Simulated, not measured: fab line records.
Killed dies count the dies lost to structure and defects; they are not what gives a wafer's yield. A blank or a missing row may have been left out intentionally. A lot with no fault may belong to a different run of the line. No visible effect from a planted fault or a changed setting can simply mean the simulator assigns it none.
fab line records + flow gf180mcu
record:
- lots: 13
- wafers: 38
- lastDay: 34
route steps=602 shown DNWELL@41 LVPWELL@64 POLY_GATE@175 HV_LDD@209
lots that met no fault: from a run of the same line without faults
startH: start of the lot's first displayed wafer, in hours after the record's first day + waitH: hours from the lot's prior step to this one + " identical to the entry in the row above + L1.1+2: one row covering several wafers at once + - no value, or no start was given + * or withheld: withheld + < > ~ a bound
route shown NAME@n: names a module that has steps shown in the file, with the first one's number in the route + usual: average and standard deviation across the fault-free wafers + same: alike in all rows + chamber/n: place in a boat + sites: the reading at each site + _std_site: how widely they spread, as a standard deviation + _edge_site: outer sites' mean less inner sites' + radiusMm: for every site, how far away it sits from the centre of the wafer + mask NAME#n: copy n + behind: the most recent tool/chamber to have shaped the wafer + hold: why the lot was held/for how many hours/how that ended + device: names the non-switching transistor (n, p or np) + end of line: tests run on the same wafers once the route is complete + a step without rows: its recipe alone + killed: count of dies lost to structure and defects at first sort (not the wafer's yield) + map: dies across one wafer; x = killed, . = not, _ = none there
set.NAME: the setting the step ran with; set.NAME@STEP: the setting that earlier step ran with + model.NAME: the simulator's own value behind a step, which no gauge read
steps of the route over a sample of lots; a table a step, a row a wafer
services: when a tool's chamber went out of use (startH, in hours from the record's first day, below 0 if earlier), for how many hours, and the reason
== steps ==
step: GF_DNWELL_TW_MEAS_09
usual:
- DNWELL_TW: 1338/11
| lot.wafer | tool         | chamber | startH | waitH | DNWELL_TW |
|-----------|--------------|---------|--------|-------|-----------|
| L549.2    | filmMetro-02 | -       | 43.73  | 0.1   | 1320      |
| L549.4    | "            | -       | "      | "     | 1319      |
| L549.5    | "            | -       | "      | "     | 1330      |
| L550.1    | filmMetro-02 | -       | 47.38  | 0.1   | 1328      |
| L550.4    | "            | -       | "      | "     | 1332      |
| L550.5    | "            | -       | "      | "     | 1331      |
| L552.3    | filmMetro-01 | -       | 59.10  | 0.1   | 1340      |
| L552.4    | "            | -       | "      | "     | 1347      |
| L552.6    | "            | -       | "      | "     | 1350      |
| L553.2    | filmMetro-02 | -       | 63.99  | 0.1   | 1333      |
| L553.3    | "            | -       | "      | "     | 1336      |
| L553.5    | "            | -       | "      | "     | 1328      |
| L554.1    | filmMetro-04 | -       | 69.03  | 0.1   | 1341      |
| L554.3    | "            | -       | "      | "     | 1334      |
| L554.6    | "            | -       | "      | "     | 1336      |
| L555.1    | filmMetro-02 | -       | 74.06  | 0.1   | 1341      |
| L555.4    | "            | -       | "      | "     | 1341      |
| L555.6    | "            | -       | "      | "     | 1338      |
| L556.4    | filmMetro-04 | -       | 79.16  | 0.1   | 1337      |
| L556.5    | "            | -       | "      | "     | 1349      |
| L556.6    | "            | -       | "      | "     | 1343      |
| L557.2    | filmMetro-02 | -       | 85.54  | 0.1   | 1333      |
| L557.4    | "            | -       | "      | "     | 1338      |
| L557.5    | "            | -       | "      | "     | 1337      |
| L558.1    | filmMetro-04 | -       | 92.83  | 0.1   | 1352      |
| L558.3    | "            | -       | "      | "     | 1350      |
| L558.6    | "            | -       | "      | "     | 1350      |
| L559.2    | filmMetro-01 | -       | 100.57 | 0.1   | 1354      |
| L559.4    | "            | -       | "      | "     | 1346      |
| L559.6    | "            | -       | "      | "     | 1353      |
| L561.2    | filmMetro-02 | -       | 107.44 | 0.1   | 1320      |
| L561.4    | "            | -       | "      | "     | 1322      |
| L562.3    | filmMetro-04 | -       | 112.63 | 0.1   | 1360      |
| L562.4    | "            | -       | "      | "     | 1345      |
| L562.6    | "            | -       | "      | "     | 1352      |
| L572.1    | filmMetro-04 | -       | 165.08 | 0.1   | 1350      |
| L572.2    | "            | -       | "      | "     | 1360      |
| L572.5    | "            | -       | "      | "     | 1353      |
step: GF_LVPWELL_STRIP_10
recipe:
- chemistry: O2/N2
- powerW: 1400
- pressureMtorr: 1500
- platenTempC: 250
- o2FlowSccm: 3000
- n2FlowSccm: 300
- overashFraction: 0.5
usual:
- drypumpMotorCurrentA: 6.0/0.56
- heaterPowerW: 356/51
- oesProductAu: 0.722/0.0049
- stripTimeToEndpointS: 36.97/0.11
| lot.wafer | tool           | chamber | startH | waitH | drypumpMotorCurrentA | heaterPowerW | oesProductAu | rfHoursCounterH | stripTimeToEndpointS |
|-----------|----------------|---------|--------|-------|----------------------|--------------|--------------|-----------------|----------------------|
| L549.2    | plasmaAsher-01 | 1       | 69.47  | 0.1   | 6.2                  | 359          | 0.714        | 43              | 36.93                |
| L549.4    | "              | 0       | "      | "     | 6.8                  | 357          | 0.721        | -               | 36.87                |
| L549.5    | "              | 1       | "      | "     | 6.2                  | 363          | 0.723        | -               | 36.82                |
| L550.1    | plasmaAsher-02 | 0       | 73.65  | 0.1   | 4.8                  | 457          | 0.714        | 40              | 36.96                |
| L550.4    | "              | 1       | "      | "     | 6.1                  | 349          | 0.715        | -               | 37.09                |
| L550.5    | "              | 1       | "      | "     | 6.1                  | 346          | 0.717        | -               | 37.05                |
| L552.3    | plasmaAsher-02 | 1       | 86.00  | 0.1   | 6.1                  | 340          | 0.723        | -               | 36.93                |
| L552.4    | "              | 0       | "      | "     | 4.8                  | 444          | 0.713        | -               | 36.95                |
| L552.6    | "              | 0       | "      | "     | 4.8                  | 456          | 0.717        | -               | 37.01                |
| L553.2    | plasmaAsher-01 | 0       | 90.95  | 0.1   | 6.8                  | 354          | 0.716        | 46              | 37.04                |
| L553.3    | "              | 1       | "      | "     | 6.2                  | 370          | 0.729        | -               | 37.06                |
| L553.5    | "              | 1       | "      | "     | 6.1                  | 371          | 0.730        | -               | 36.96                |
| L554.1    | plasmaAsher-01 | 0       | 96.35  | 0.1   | 6.8                  | 352          | 0.723        | 46              | 37.14                |
| L554.3    | "              | 1       | "      | "     | 6.2                  | 364          | 0.722        | -               | 37.00                |
| L554.6    | "              | 0       | "      | "     | 6.7                  | 368          | 0.737        | -               | 37.21                |
| L555.1    | plasmaAsher-02 | 0       | 101.85 | 0.1   | 4.8                  | 450          | 0.731        | 44              | 36.79                |
| L555.4    | "              | 1       | "      | "     | 6.1                  | 344          | 0.728        | -               | 36.92                |
| L555.6    | "              | 1       | "      | "     | 6.1                  | 344          | 0.724        | -               | 36.91                |
| L556.4    | plasmaAsher-03 | 0       | 106.60 | 0.1   | 6.1                  | 332          | 0.719        | -               | 36.92                |
| L556.5    | "              | 0       | "      | "     | 6.1                  | 336          | 0.722        | -               | 36.88                |
| L556.6    | "              | 1       | "      | "     | 6.0                  | 285          | 0.726        | -               | 36.95                |
| L557.2    | plasmaAsher-03 | 1       | 114.95 | 0.1   | 6.0                  | 292          | 0.725        | 42              | 37.05                |
| L557.4    | "              | 1       | "      | "     | 6.0                  | 282          | 0.725        | -               | 37.16                |
| L557.5    | "              | 0       | "      | "     | 6.1                  | 341          | 0.729        | -               | 37.09                |
| L558.1    | plasmaAsher-03 | 1       | 121.91 | 0.1   | 6.0                  | 280          | 0.723        | 43              | 37.04                |
| L558.3    | "              | 1       | "      | "     | 6.0                  | 277          | 0.724        | -               | 37.14                |
| L558.6    | "              | 0       | "      | "     | 6.1                  | 338          | 0.719        | -               | 37.14                |
| L559.2    | plasmaAsher-03 | 0       | 130.56 | 0.1   | 6.2                  | 344          | 0.717        | 44              | 36.95                |
| L559.4    | "              | 0       | "      | "     | 6.1                  | 347          | 0.723        | -               | 36.88                |
| L559.6    | "              | 1       | "      | "     | 6.0                  | 290          | 0.723        | -               | 36.88                |
| L561.2    | plasmaAsher-02 | 1       | 137.72 | 0.1   | 6.1                  | 346          | 0.730        | 48              | 36.85                |
| L561.4    | "              | 1       | "      | "     | 6.1                  | 340          | 0.716        | -               | 36.87                |
| L562.3    | plasmaAsher-03 | 1       | 142.85 | 0.1   | 6.0                  | 284          | 0.736        | -               | 37.05                |
| L562.4    | "              | 0       | "      | "     | 6.1                  | 345          | 0.723        | -               | 37.05                |
| L562.6    | "              | 0       | "      | "     | 6.1                  | 339          | 0.719        | -               | 36.98                |
| L572.1    | plasmaAsher-01 | 0       | 199.66 | 0.1   | 6.8                  | 327          | 0.723        | 8               | 36.86                |
| L572.2    | "              | 1       | "      | "     | 6.2                  | 408          | 0.721        | 8               | 36.82                |
| L572.5    | "              | 0       | "      | "     | 6.7                  | 318          | 0.715        | -               | 37.05                |
step: GF_POLY_GATE_CD_MEAS_18
usual:
- cdNm: 280.7/1.9
| lot.wafer | tool     | chamber | startH | waitH | cdNm  |
|-----------|----------|---------|--------|-------|-------|
| L549.2    | cdSem-01 | -       | 198.57 | 0.1   | 277.3 |
| L549.4    | "        | -       | "      | "     | 279.0 |
| L549.5    | "        | -       | "      | "     | 279.9 |
| L550.1    | cdSem-01 | -       | 205.48 | 0.1   | 280.1 |
| L550.4    | "        | -       | "      | "     | 282.7 |
| L550.5    | "        | -       | "      | "     | 279.0 |
| L552.3    | cdSem-02 | -       | 220.64 | 0.1   | 279.8 |
| L552.4    | "        | -       | "      | "     | 277.5 |
| L552.6    | "        | -       | "      | "     | 277.2 |
| L553.2    | cdSem-02 | -       | 226.69 | 0.1   | 281.5 |
| L553.3    | "        | -       | "      | "     | 279.0 |
| L553.5    | "        | -       | "      | "     | 281.1 |
| L554.1    | cdSem-02 | -       | 234.78 | 0.1   | 281.8 |
| L554.3    | "        | -       | "      | "     | 280.0 |
| L554.6    | "        | -       | "      | "     | 281.1 |
| L555.1    | cdSem-01 | -       | 240.49 | 0.1   | 281.8 |
| L555.4    | "        | -       | "      | "     | 284.3 |
| L555.6    | "        | -       | "      | "     | 283.5 |
| L556.4    | cdSem-01 | -       | 249.26 | 0.1   | 279.7 |
| L556.5    | "        | -       | "      | "     | 279.2 |
| L556.6    | "        | -       | "      | "     | 279.6 |
| L557.2    | cdSem-02 | -       | 257.80 | 0.1   | 282.5 |
| L557.4    | "        | -       | "      | "     | 283.2 |
| L557.5    | "        | -       | "      | "     | 281.8 |
| L558.1    | cdSem-01 | -       | 267.45 | 0.1   | 280.7 |
| L558.3    | "        | -       | "      | "     | 277.8 |
| L558.6    | "        | -       | "      | "     | 277.7 |
| L559.2    | cdSem-02 | -       | 276.42 | 0.1   | 279.4 |
| L559.4    | "        | -       | "      | "     | 280.4 |
| L559.6    | "        | -       | "      | "     | 277.8 |
| L561.2    | cdSem-02 | -       | 287.85 | 0.1   | 279.3 |
| L561.4    | "        | -       | "      | "     | 279.8 |
| L562.3    | cdSem-02 | -       | 292.75 | 0.1   | 283.0 |
| L562.4    | "        | -       | "      | "     | 281.0 |
| L562.6    | "        | -       | "      | "     | 283.2 |
| L572.1    | cdSem-02 | -       | 365.69 | 0.1   | 280.3 |
| L572.2    | "        | -       | "      | "     | 277.7 |
| L572.5    | "        | -       | "      | "     | 280.2 |
step: GF_HV_LDD_IMPLANT_33
recipe:
- species: P
- energyKev: 60
- doseCm2: 7.5e+12
- tiltDeg: 30
- rotationDeg: 0
usual:
- beamOnS: 10.00/0.21
- faradayCurrentUA: 42.3/0.87
| lot.wafer | tool         | chamber | startH | waitH | beamOnS | faradayCurrentUA |
|-----------|--------------|---------|--------|-------|---------|------------------|
| L549.2    | implanter-02 | 0       | 252.89 | 0.0   | 10.09   | 41.9             |
| L549.4    | "            | 0       | "      | "     | 9.98    | 42.2             |
| L549.5    | "            | 0       | "      | "     | 9.93    | 42.7             |
| L550.1    | implanter-02 | 0       | 260.68 | 0.0   | 9.98    | 42.3             |
| L550.4    | "            | 0       | "      | "     | 10.13   | 41.9             |
| L550.5    | "            | 0       | "      | "     | 10.18   | 41.5             |
| L552.3    | implanter-02 | 0       | 276.03 | 0.1   | 9.93    | 42.4             |
| L552.4    | "            | 0       | "      | "     | 9.97    | 42.4             |
| L552.6    | "            | 0       | "      | "     | 10.09   | 41.8             |
| L553.2    | implanter-02 | 0       | 284.09 | 0.0   | 10.15   | 41.7             |
| L553.3    | "            | 0       | "      | "     | 10.01   | 42.3             |
| L553.5    | "            | 0       | "      | "     | 9.69    | 43.1             |
| L554.1    | implanter-02 | 0       | 291.78 | 0.0   | 10.24   | 41.4             |
| L554.3    | "            | 0       | "      | "     | 9.76    | 43.4             |
| L554.6    | "            | 0       | "      | "     | 9.91    | 42.6             |
| L555.1    | implanter-01 | 0       | 298.23 | 0.0   | 9.91    | 42.6             |
| L555.4    | "            | 0       | "      | "     | 10.28   | 41.1             |
| L555.6    | "            | 0       | "      | "     | 10.06   | 42.2             |
| L556.4    | implanter-02 | 0       | 307.99 | 0.1   | 10.14   | 41.7             |
| L556.5    | "            | 0       | "      | "     | 10.33   | 41.1             |
| L556.6    | "            | 0       | "      | "     | 10.07   | 42.1             |
| L557.2    | implanter-02 | 0       | 316.85 | 0.0   | 10.15   | 41.6             |
| L557.4    | "            | 0       | "      | "     | 9.89    | 42.8             |
| L557.5    | "            | 0       | "      | "     | 10.09   | 41.9             |
| L558.1    | implanter-01 | 0       | 327.49 | 0.0   | 9.67    | 43.7             |
| L558.3    | "            | 0       | "      | "     | 9.95    | 42.4             |
| L558.6    | "            | 0       | "      | "     | 9.92    | 42.8             |
| L559.2    | implanter-01 | 0       | 336.86 | 0.0   | 10.00   | 42.3             |
| L559.4    | "            | 0       | "      | "     | 9.88    | 42.7             |
| L559.6    | "            | 0       | "      | "     | 10.36   | 40.9             |
| L561.2    | implanter-01 | 0       | 349.85 | 0.0   | 10.17   | 41.3             |
| L561.4    | "            | 0       | "      | "     | 8.17    | 51.5             |
| L562.3    | implanter-01 | 0       | 357.38 | 0.1   | 9.96    | 42.3             |
| L562.4    | "            | 0       | "      | "     | 8.33    | 50.8             |
| L562.6    | "            | 0       | "      | "     | 10.39   | 40.8             |
| L572.1    | implanter-02 | 0       | 435.93 | 0.0   | 9.66    | 43.5             |
| L572.2    | "            | 0       | "      | "     | 10.31   | 41.1             |
| L572.5    | "            | 0       | "      | "     | 10.09   | 42.0             |
step: GF_HV_LDD_TW_MEAS_38
usual:
- HV_LDD_3_TW: 1433/8.8
| lot.wafer | tool         | chamber | startH | waitH | HV_LDD_3_TW |
|-----------|--------------|---------|--------|-------|-------------|
| L549.2    | filmMetro-01 | -       | 253.58 | 0.1   | 1440        |
| L549.4    | "            | -       | "      | "     | 1437        |
| L549.5    | "            | -       | "      | "     | 1435        |
| L550.1    | filmMetro-03 | -       | 261.38 | 0.1   | 1445        |
| L550.4    | "            | -       | "      | "     | 1433        |
| L550.5    | "            | -       | "      | "     | 1438        |
| L552.3    | filmMetro-03 | -       | 276.70 | 0.1   | 1442        |
| L552.4    | "            | -       | "      | "     | 1451        |
| L552.6    | "            | -       | "      | "     | 1448        |
| L553.2    | filmMetro-01 | -       | 284.78 | 0.1   | 1445        |
| L553.3    | "            | -       | "      | "     | 1447        |
| L553.5    | "            | -       | "      | "     | 1443        |
| L554.1    | filmMetro-01 | -       | 292.48 | 0.1   | 1443        |
| L554.3    | "            | -       | "      | "     | 1435        |
| L554.6    | "            | -       | "      | "     | 1434        |
| L555.1    | filmMetro-03 | -       | 298.93 | 0.1   | 1441        |
| L555.4    | "            | -       | "      | "     | 1448        |
| L555.6    | "            | -       | "      | "     | 1445        |
| L556.4    | filmMetro-01 | -       | 308.65 | 0.1   | 1434        |
| L556.5    | "            | -       | "      | "     | 1428        |
| L556.6    | "            | -       | "      | "     | 1437        |
| L557.2    | filmMetro-01 | -       | 317.54 | 0.1   | 1439        |
| L557.4    | "            | -       | "      | "     | 1438        |
| L557.5    | "            | -       | "      | "     | 1433        |
| L558.1    | filmMetro-01 | -       | 328.19 | 0.1   | 1437        |
| L558.3    | "            | -       | "      | "     | 1436        |
| L558.6    | "            | -       | "      | "     | 1434        |
| L559.2    | filmMetro-01 | -       | 337.54 | 0.1   | 1426        |
| L559.4    | "            | -       | "      | "     | 1421        |
| L559.6    | "            | -       | "      | "     | 1426        |
| L561.2    | filmMetro-01 | -       | 350.54 | 0.1   | 1418        |
| L561.4    | "            | -       | "      | "     | 1400        |
| L562.3    | filmMetro-04 | -       | 358.05 | 0.1   | 1427        |
| L562.4    | "            | -       | "      | "     | 1407        |
| L562.6    | "            | -       | "      | "     | 1428        |
| L572.1    | filmMetro-04 | -       | 436.63 | 0.1   | 1427        |
| L572.2    | "            | -       | "      | "     | 1433        |
| L572.5    | "            | -       | "      | "     | 1427        |
step: GF_HV_LDD_RS_MEAS_53
recipe:
- thkMeasGauge: four-point-probe
usual:
- HV_LDD_RS: 418.5/0.9
| lot.wafer | tool         | chamber | startH | waitH | HV_LDD_RS[ohm/sq] |
|-----------|--------------|---------|--------|-------|-------------------|
| L549.2    | filmMetro-04 | -       | 272.33 | 0.1   | 417.7             |
| L549.4    | "            | -       | "      | "     | 418.3             |
| L549.5    | "            | -       | "      | "     | 417.8             |
| L550.1    | filmMetro-03 | -       | 281.80 | 0.1   | 419.7             |
| L550.4    | "            | -       | "      | "     | 419.5             |
| L550.5    | "            | -       | "      | "     | 418.5             |
| L552.3    | filmMetro-01 | -       | 297.10 | 0.1   | 418.1             |
| L552.4    | "            | -       | "      | "     | 418.5             |
| L552.6    | "            | -       | "      | "     | 417.8             |
| L553.2    | filmMetro-01 | -       | 304.77 | 0.1   | 417.3             |
| L553.3    | "            | -       | "      | "     | 418.3             |
| L553.5    | "            | -       | "      | "     | 418.7             |
| L554.1    | filmMetro-04 | -       | 313.81 | 0.1   | 418.2             |
| L554.3    | "            | -       | "      | "     | 418.1             |
| L554.6    | "            | -       | "      | "     | 417.2             |
| L555.1    | filmMetro-01 | -       | 320.06 | 0.1   | 417.4             |
| L555.4    | "            | -       | "      | "     | 418.9             |
| L555.6    | "            | -       | "      | "     | 419.1             |
| L556.4    | filmMetro-03 | -       | 329.91 | 0.1   | 417.5             |
| L556.5    | "            | -       | "      | "     | 417.2             |
| L556.6    | "            | -       | "      | "     | 418.5             |
| L557.2    | filmMetro-01 | -       | 338.53 | 0.1   | 419.5             |
| L557.4    | "            | -       | "      | "     | 419.2             |
| L557.5    | "            | -       | "      | "     | 418.8             |
| L558.1    | filmMetro-01 | -       | 349.91 | 0.1   | 418.8             |
| L558.3    | "            | -       | "      | "     | 417.8             |
| L558.6    | "            | -       | "      | "     | 418.6             |
| L559.2    | filmMetro-03 | -       | 359.68 | 0.1   | 419.6             |
| L559.4    | "            | -       | "      | "     | 419.0             |
| L559.6    | "            | -       | "      | "     | 419.5             |
| L561.2    | filmMetro-03 | -       | 373.27 | 0.1   | 418.8             |
| L561.4    | "            | -       | "      | "     | 422.3             |
| L562.3    | filmMetro-01 | -       | 381.10 | 0.1   | 416.7             |
| L562.4    | "            | -       | "      | "     | 420.9             |
| L562.6    | "            | -       | "      | "     | 416.8             |
| L572.1    | filmMetro-01 | -       | 460.96 | 0.1   | 419.5             |
| L572.2    | "            | -       | "      | "     | 419.1             |
| L572.5    | "            | -       | "      | "     | 420.7             |
== services ==
| tool           | chamber | startH | hours | kind   |
|----------------|---------|--------|-------|--------|
| plasmaAsher-03 | -       | 63.26  | 0.4   | repair |
| plasmaAsher-03 | -       | 66.62  | 0.4   | repair |
| plasmaAsher-03 | -       | 72.73  | 14.6  | pm     |
| implanter-01   | -       | 85.40  | 2.9   | repair |
| implanter-01   | -       | 90.54  | 1.1   | repair |
| implanter-02   | -       | 103.09 | 14.5  | pm     |
| plasmaAsher-01 | -       | 108.75 | 9.0   | pm     |
| implanter-01   | -       | 123.86 | 3.7   | repair |
| implanter-01   | -       | 128.30 | 4.0   | pm     |
| plasmaAsher-01 | -       | 174.30 | 1.4   | repair |
| implanter-01   | -       | 181.37 | 0.9   | repair |
| implanter-01   | -       | 189.89 | 3.2   | repair |
| plasmaAsher-03 | -       | 198.95 | 3.0   | repair |
| implanter-02   | -       | 241.81 | 3.7   | repair |
| implanter-01   | -       | 263.68 | 2.7   | repair |
| implanter-01   | -       | 266.37 | 6.2   | pm     |
| implanter-02   | -       | 296.79 | 2.6   | repair |
| implanter-02   | -       | 313.25 | 3.5   | repair |
| implanter-02   | -       | 320.42 | 2.7   | pm     |
| implanter-01   | -       | 340.49 | 1.8   | repair |
| plasmaAsher-03 | -       | 355.77 | 23.2  | repair |
| implanter-02   | -       | 386.21 | 0.6   | repair |
| implanter-02   | -       | 390.35 | 6.0   | repair |
| implanter-02   | -       | 397.73 | 15.2  | pm     |
== key ==
firstSign:
- step: GF_HV_LDD_IMPLANT_33
- reading: faradayCurrentUA
- direction: up
- sigmas: 10
- usual: 42.3
- struck: 51.2
effect:
- step: GF_HV_LDD_IMPLANT_33
- reading: beamOnS
- direction: down
- sigmas: 8.4
- usual: 10.00
- struck: 8.25
effect:
- step: GF_HV_LDD_TW_MEAS_38
- reading: HV_LDD_3_TW
- direction: down
- sigmas: 3.4
- usual: 1433
- struck: 1404
effect:
- step: GF_HV_LDD_RS_MEAS_53
- reading: HV_LDD_RS
- direction: up
- sigmas: 3.4
- usual: 418.5
- struck: 421.6
metAt GF_HV_LDD_IMPLANT_33
struckLots L561,L562
struckWafers L561.4,L562.4
testerLeftOut L561,L562
notActingAt GF_DNWELL_TW_MEAS_09,GF_LVPWELL_STRIP_10,GF_POLY_GATE_CD_MEAS_18
onsetBetween 336.86 349.85
fault:
- kind: processParameterDrift
- tool: implanter-01
- chamber: -
- onsetH: 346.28
- steps: GF_HV_LDD_IMPLANT_33
- channel: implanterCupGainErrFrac
- offset: 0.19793
- shape: step
- endH: 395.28
- scope: struckWafersOnly
testerLeftOut: of these lots the tester's yield and bins aren't shown, on N5 and GAA mostly nor the transistor test; their killed dies are dies lost to structure and defects alone, not to doping, threshold or leakage, so they don't give the yield
